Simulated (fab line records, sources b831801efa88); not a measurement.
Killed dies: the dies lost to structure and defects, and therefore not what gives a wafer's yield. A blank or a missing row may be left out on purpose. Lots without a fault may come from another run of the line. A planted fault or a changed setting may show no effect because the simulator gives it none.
Chamber matching / flow gf180mcu / cmp-02 running GF_V3_CMP_26: 4 sister chambers
The step polishes, stops on SiO2, t overpolish 15 s, target thk 0 nm. 8 wafers are shown with their chamber, then 12 later ones without.

## WAFERS WITH THEIR CHAMBER
wafer=L085.6; chamber=0; motor-current-A (A)=9.4; overpolish-run-s (s)=15.009
wafer=L086.1; chamber=0; motor-current-A (A)=9.1; overpolish-run-s (s)=15.010
wafer=L088.5; chamber=1; motor-current-A (A)=11.7; overpolish-run-s (s)=15.008
wafer=L090.5; chamber=2; motor-current-A (A)=11.2; overpolish-run-s (s)=15.002
wafer=L090.6; chamber=3; motor-current-A (A)=11.1; overpolish-run-s (s)=14.994
wafer=L091.1; chamber=1; motor-current-A (A)=12.3; overpolish-run-s (s)=15.007
wafer=L091.2; chamber=2; motor-current-A (A)=12.0; overpolish-run-s (s)=14.981
wafer=L091.4; chamber=3; motor-current-A (A)=11.3; overpolish-run-s (s)=14.993

## WAFERS WHOSE CHAMBER IS MISSING
wafer=L092.3; motor-current-A (A)=11.5; overpolish-run-s (s)=14.992
wafer=L092.4; motor-current-A (A)=10.9; overpolish-run-s (s)=15.012
wafer=L092.5; motor-current-A (A)=11.3; overpolish-run-s (s)=14.990
wafer=L094.2; motor-current-A (A)=9.3; overpolish-run-s (s)=14.978
wafer=L094.4; motor-current-A (A)=11.2; overpolish-run-s (s)=15.011
wafer=L094.5; motor-current-A (A)=11.6; overpolish-run-s (s)=14.992
wafer=L096.1; motor-current-A (A)=12.6; overpolish-run-s (s)=14.990
wafer=L096.2; motor-current-A (A)=9.6; overpolish-run-s (s)=14.996
wafer=L096.3; motor-current-A (A)=11.4; overpolish-run-s (s)=14.990
wafer=L097.1; motor-current-A (A)=11.7; overpolish-run-s (s)=15.020
wafer=L097.4; motor-current-A (A)=9.7; overpolish-run-s (s)=15.001
wafer=L097.6; motor-current-A (A)=9.2; overpolish-run-s (s)=15.009

## WHICH CHAMBER EACH WENT THROUGH
wafer=L092.3; from the rows above=can't be placed: 2 or 3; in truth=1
wafer=L092.4; from the rows above=can't be placed: 3 or 1 or 2 or 0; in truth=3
wafer=L092.5; from the rows above=can't be placed: 3 or 2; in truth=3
wafer=L094.2; from the rows above=can't be placed: 0 or 3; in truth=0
wafer=L094.4; from the rows above=can't be placed: 1 or 3 or 2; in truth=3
wafer=L094.5; from the rows above=can't be placed: 2 or 3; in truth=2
wafer=L096.1; from the rows above=can't be placed: 2 or 1 or 3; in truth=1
wafer=L096.2; from the rows above=0; in truth=0
wafer=L096.3; from the rows above=can't be placed: 2 or 3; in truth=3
wafer=L097.1; from the rows above=can't be placed: 1 or 3 or 2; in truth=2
wafer=L097.4; from the rows above=0; in truth=0
wafer=L097.6; from the rows above=0; in truth=0
Correct placement for 3 of the 12. Can't be placed from these rows: 9 (the true chamber is among the candidates in 8). Number placed wrongly: 0.
How it was worked out, from the rows above alone: a wafer's distance from a chamber is the root of the sum, over the readings, of the square of ((its reading less the chamber's mean) divided by the reading's scatter). The wafer belongs to the nearest chamber; if the next one is less than 2 further off, it can't be placed. A chamber's mean is the mean of its shown wafers. How the scatter is found: for the shown wafers, subtract from each reading the mean of its chamber, square and add these, divide the total by (wafers less chambers), then take the root.
